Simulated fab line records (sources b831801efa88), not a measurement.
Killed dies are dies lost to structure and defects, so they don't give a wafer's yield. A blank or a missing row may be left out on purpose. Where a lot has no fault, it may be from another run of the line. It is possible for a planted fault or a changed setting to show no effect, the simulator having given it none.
Check of tool commonality / flow sky130 / 33 wafers sampled across 11 lots

THE REASON FOR OPENING IT
At SKY_POLY_GATE_THK_MEAS_01 the reading POLY_GATE_CVD_00_THK is flagged on 3 of 11 lots. Fault-free wafers read 181.1 nm, with a standard deviation of 2.1.
Rule: a lot is flagged in two cases, either no wafer of it has a number, or all its wafers with numbers fall more than 4 standard deviations from that mean. The rest of the lots are taken to be sound.

lot=L105; measured=day 13 21:34; on=film metro-04; POLY_GATE_CVD_00_THK (nm), wafer by wafer=179.9 181.7 180.1; flag=
lot=L109; measured=day 15 10:20; on=film metro-03; POLY_GATE_CVD_00_THK (nm), wafer by wafer=179.2 178.7 179.0; flag=
lot=L110; measured=day 15 21:19; on=film metro-02; POLY_GATE_CVD_00_THK (nm), wafer by wafer=123.6 115.7 119.4; flag=FLAGGED
lot=L111; measured=day 16 01:37; on=film metro-03; POLY_GATE_CVD_00_THK (nm), wafer by wafer=162.5 154.5 135.9; flag=FLAGGED
lot=L112; measured=day 16 18:55; on=film metro-02; POLY_GATE_CVD_00_THK (nm), wafer by wafer=115.1 109.9 110.2; flag=FLAGGED
lot=L120; measured=day 19 07:53; on=film metro-04; POLY_GATE_CVD_00_THK (nm), wafer by wafer=180.7 181.9 180.9; flag=
lot=L121; measured=day 19 14:14; on=film metro-02; POLY_GATE_CVD_00_THK (nm), wafer by wafer=184.5 184.3 183.6; flag=
lot=L122; measured=day 20 08:50; on=film metro-04; POLY_GATE_CVD_00_THK (nm), wafer by wafer=183.8 185.1 184.7; flag=
lot=L123; measured=day 20 11:47; on=film metro-04; POLY_GATE_CVD_00_THK (nm), wafer by wafer=185.2 183.6 184.0; flag=
lot=L126; measured=day 21 04:18; on=film metro-03; POLY_GATE_CVD_00_THK (nm), wafer by wafer=182.5 182.9 181.6; flag=
lot=L127; measured=day 21 13:29; on=film metro-03; POLY_GATE_CVD_00_THK (nm), wafer by wafer=181.0 179.7 180.6; flag=
On average the flagged lots' numbers are 127.4 nm, which is -53.7 nm against the usual, or -26 standard deviations.

EACH LOT AND THE TOOL IT RAN ON
The record holds 1 process step before the reading, out of a route of 708 steps. Cell contents, in order: the tool; ch with the chambers the sampled wafers went through; the start.
lot=L105; flag=; SKY_POLY_GATE_CVD_00=lpcvd-01 ch 1, day 13 20:21
lot=L109; flag=; SKY_POLY_GATE_CVD_00=lpcvd-01 ch 1, day 15 09:08
lot=L110; flag=FLAGGED; SKY_POLY_GATE_CVD_00=lpcvd-01 ch 1, day 15 20:07
lot=L111; flag=FLAGGED; SKY_POLY_GATE_CVD_00=lpcvd-01 ch 1, day 16 00:25
lot=L112; flag=FLAGGED; SKY_POLY_GATE_CVD_00=lpcvd-01 ch 1, day 16 17:43
lot=L120; flag=; SKY_POLY_GATE_CVD_00=lpcvd-01 ch 0, day 19 06:40
lot=L121; flag=; SKY_POLY_GATE_CVD_00=lpcvd-01 ch 1, day 19 13:02
lot=L122; flag=; SKY_POLY_GATE_CVD_00=lpcvd-01 ch 1, day 20 07:38
lot=L123; flag=; SKY_POLY_GATE_CVD_00=lpcvd-01 ch 0, day 20 10:34
lot=L126; flag=; SKY_POLY_GATE_CVD_00=lpcvd-01 ch 1, day 21 03:06
lot=L127; flag=; SKY_POLY_GATE_CVD_00=lpcvd-01 ch 1, day 21 12:17
What these steps do:
- SKY_POLY_GATE_CVD_00: deposits poly-Si, target thk 180 nm, time 720 s.
- SKY_POLY_GATE_THK_MEAS_01

FLAGGED AGAINST TOTAL, ONE TOOL AT A TIME (gauges that did the reading follow at the end)
step=SKY_POLY_GATE_CVD_00; tool=lpcvd-01; lots run=11; flagged=3; share of the flagged lots=all; sound lots run after its first flagged lot=6 (L120,L121,L122,L123,L126,L127)
step=SKY_POLY_GATE_THK_MEAS_01; tool=film metro-02; lots run=3; flagged=2; share of the flagged lots=some; sound lots run after its first flagged lot=1 (L121)
step=SKY_POLY_GATE_THK_MEAS_01; tool=film metro-03; lots run=4; flagged=1; share of the flagged lots=some; sound lots run after its first flagged lot=2 (L126,L127)
step=SKY_POLY_GATE_THK_MEAS_01; tool=film metro-04; lots run=4; flagged=0; share of the flagged lots=none; sound lots run after its first flagged lot=-

WHAT THE TABLE ALLOWS
In the table, 1 row covers all flagged lots: lpcvd-01 at SKY_POLY_GATE_CVD_00.
- lpcvd-01 at SKY_POLY_GATE_CVD_00 ran 11 lots, 3 of them flagged. Lots that were sound ran on it after the first flagged one (L120, L121, L122, L123, L126, L127); a persistent fault on the entire tool would not allow that. Its own readings (spike tc centre C, spike tc upper C, zone power top pct, zone power upper pct) fall more than 4 standard deviations out on all wafers of the flagged lots.
There is no row in the table that ran each flagged lot and no sound lot after the first.

WHAT THE SIMULATOR PUT IN
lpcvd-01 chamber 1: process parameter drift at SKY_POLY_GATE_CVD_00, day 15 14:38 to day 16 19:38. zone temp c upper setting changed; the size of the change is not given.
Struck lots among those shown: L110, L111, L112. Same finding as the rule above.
